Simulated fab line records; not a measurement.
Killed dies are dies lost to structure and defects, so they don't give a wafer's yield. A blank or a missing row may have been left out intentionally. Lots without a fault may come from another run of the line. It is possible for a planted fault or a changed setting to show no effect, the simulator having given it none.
Comparing a struck lot with a sound one + flow sky130 + 15 out of 708 route steps
Sound: these wafers, L986.2, L986.3, L986.6. Wafers struck: L977.1, L977.4. The cause is named last.
For every step that has rows: the tool of each side, followed by ch and its chambers, followed by its first start. Under that, the readings that differ: sound wafers + struck wafers + difference of the means + sigmas: that difference in standard deviations of wafers without a fault.
alike: readings whose means differ by less than 2 such deviations, and words and numbers that are the same on both sides. not compared: withheld readings, readings that some wafer has no value for, bounds like >300 that may hide the same value, and numbers for which the record gives no deviation and whose values overlap.
A row with sigmas, a row that says differs or no value, or rows on one side alone: a step with any of these is where the two part. When numbers do not overlap yet have no deviation, they are printed without sigmas and do not part them. A reading missing from all wafers of one side parts the sides only when that side holds two or more wafers.

SKY_VIA1_ETCH_14: etches BARC in N2/H2, stops on SiO2, time 45.9 s, target depth 60 nm.
  sound on rieDiel-04 ch 1,2,3, day 40 01:23; struck on rieDiel-01 ch 0,2, day 36 15:29
  alike: biasW, drypumpMotorCurrentA, h2FlowSccm, oesProductAu, throttleValvePct
  not compared: rfHoursCounterH
then, 5 steps without rows for these wafers: SKY_VIA1_ETCH_15 (etches SiO2 in C4F8/O2/Ar, stops on TiN, target depth 351 nm, time 54 s); SKY_VIA1_STRIP_16 (strips in O2/N2); SKY_VIA1_STRIP_17 (strips in post etch residue remover, time 1200 s); SKY_VIA1_CLEAN_18 (cleans in IPA, time 180 s); SKY_VIA1_CLEAN_19 (cleans in O3/DIW).
SKY_VIA1_SPUTTER_20: material TiN, target thk 20 nm, time 80 s.
  sound on pvdSputter-01, day 40 02:05; struck on pvdSputter-01, day 36 16:39
  alike: throttleValvePct
SKY_VIA1_CVD_21: deposits W, target thk 270 nm, time 80.902 s.
  sound on cvdW-02 ch 0, day 40 02:09; struck on cvdW-02 ch 0, day 36 16:43
  alike: heaterPowerW
  not compared: sinceWetCleanH
SKY_VIA1_RS_MEAS_22: measurement is done with a four-point probe.
  sound on filmMetro-04, day 40 02:16; struck on filmMetro-03, day 36 16:48
| reading            | sound             | struck      | difference | sigmas |
|--------------------|-------------------|-------------|------------|--------|
| VIA1_W_RS (ohm/sq) | 0.426 0.423 0.424 | 0.431 0.432 | +0.007     | +2     |
SKY_VIA1_THK_MEAS_23: measures by xrf.
  sound on filmMetro-04, day 40 02:22; struck on filmMetro-03, day 36 16:55
  alike: VIA1_W_THK
SKY_VIA1_CMP_24: polishes, stops on SiO2, t overpolish 15 s, target thk 0 nm.
  sound on cmp-01 ch 1,2,3, day 40 02:25; struck on cmp-01 ch 0,3, day 36 17:02
  alike: edgeZonePressureFrac, motorCurrentA, overpolishRunS, platenRpm, timeToEndpointS
then, 1 step without rows for these wafers: SKY_METAL2_SPUTTER_00 (material Ti, target thk 15 nm, time 10 s).
SKY_METAL2_SPUTTER_01: material TiN, target thk 20 nm, time 16.7 s.
  sound on pvdSputter-04, day 40 02:44; struck on pvdSputter-03, day 36 17:18
| reading                                   | sound             | struck      | difference | sigmas |
|-------------------------------------------|-------------------|-------------|------------|--------|
| model.TiN_of_METAL2_SPUTTER_01.thkNm (nm) | 19.78 19.86 19.49 | 34.23 34.33 | +14.57     |        |
  alike: throttleValvePct
SKY_METAL2_SPUTTER_02: material AlCu, target thk 250 nm, time 13.3 s.
  sound on pvdSputter-04, day 40 02:46; struck on pvdSputter-03, day 36 17:20
  alike: throttleValvePct
-- the record jumps here: 11 days lie between the struck wafers' starts before and after (it left off in module METAL2 and takes up again in module PAD_OPEN, whose first step shown is number 708 of the route) --
SKY_PAD_OPEN_PROBE_99:
  sound on prober-01, day 50 06:39; struck on prober-02, day 48 00:48
  alike: defectLimitedYield, killed_at_M0_to_M3, killed_at_M4_up, killedAtContacts, killedAtFrontEnd, killedAtOther, killedDies, killedOpen, killedShort, sort_bin_3_pad_short, sort_bin_5_function, sort_bin_6_memory, sortNPass, sortYieldPct

## WHERE THEY PART
Within this record, at SKY_VIA1_RS_MEAS_22 only. Later steps at which nothing parts them and some readings are alike: SKY_VIA1_THK_MEAS_23, SKY_VIA1_CMP_24, SKY_METAL2_SPUTTER_01, SKY_METAL2_SPUTTER_02, SKY_PAD_OPEN_PROBE_99.

WHY: whatever the simulator had introduced
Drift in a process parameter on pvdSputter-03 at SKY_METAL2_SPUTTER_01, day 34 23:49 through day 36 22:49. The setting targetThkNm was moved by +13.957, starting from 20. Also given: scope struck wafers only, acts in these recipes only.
